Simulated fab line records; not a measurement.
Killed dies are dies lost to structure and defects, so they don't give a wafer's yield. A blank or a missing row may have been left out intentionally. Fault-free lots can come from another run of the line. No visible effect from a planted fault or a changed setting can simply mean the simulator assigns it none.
Matching of chambers ; flow sky130 ; rie_si-01 running SKY_FIELD_ISO_ETCH_17: 4 sister chambers
The step etches Si in HBr/Cl2/O2, target depth 342 nm, time 97.7 s. 16 wafers are shown with their chamber, then 7 later ones without.

WAFERS, EACH WITH ITS CHAMBER
wafer;chamber;drypump_motor_current_A (A);he_backside_leak_sccm (sccm);oes_product_au (a.u.)
L686.2;0;5.73;2.78;1.025
L686.3;2;5.69;2.87;0.992
L686.5;2;5.67;3.00;1.002
L694.3;0;5.70;2.81;1.005
L694.5;1;5.63;2.66;0.995
L694.6;0;5.71;2.64;1.009
L696.1;1;5.67;2.69;0.991
L696.2;0;5.72;2.67;1.006
L696.4;2;5.74;3.01;0.980
L697.1;3;5.99;2.54;1.001
L697.2;2;5.68;2.75;0.982
L697.6;1;5.63;2.73;0.981
L699.1;0;5.71;2.80;0.997
L699.5;2;5.74;2.85;0.985
L704.2;1;5.63;2.63;1.002
L704.3;2;5.72;3.07;0.990

SIGNATURES (averages over the wafers above)
reading;chamber 0;chamber 1;chamber 2;chamber 3;scatter within a chamber
drypump_motor_current_A;5.7140;5.6400;5.7067;5.9900;0.0232
he_backside_leak_sccm;2.7400;2.6775;2.9250;2.5400;0.0929
oes_product_au;1.00840;0.99225;0.98850;1.00100;0.00903
Rule: for a wafer and a chamber, the distance is found by dividing, reading by reading, the gap between the wafer's reading and the chamber's mean by the reading's scatter, squaring, summing and taking the root. If the next closest chamber is less than 2 further off than the closest, the wafer can't be placed; otherwise it belongs to the closest. How the scatter is found: for the shown wafers, subtract from each reading the mean of its chamber, square and add these, divide the total by (wafers less chambers), then take the root.

WAFERS WITH NO CHAMBER GIVEN
wafer;drypump_motor_current_A (A);he_backside_leak_sccm (sccm);oes_product_au (a.u.)
L704.5;5.71;3.28;0.987
L705.4;5.64;2.43;1.002
L705.5;5.99;2.64;1.017
L705.6;5.69;2.70;1.008
L707.1;5.70;2.75;0.994
L707.3;5.63;2.75;0.997
L707.6;5.71;3.02;0.990

WHICH CHAMBER EACH WENT THROUGH
wafer;from the rows above;in truth
L704.5;2;2
L705.4;can't be placed: 1 or 0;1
L705.5;3;3
L705.6;can't be placed: 0 or 1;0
L707.1;can't be placed: 0 or 2 or 1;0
L707.3;1;1
L707.6;2;2
Correct placement for 4 of the 7. Not placeable from these rows: 3 (in 3, the candidates include the true chamber). 0 placed wrongly.
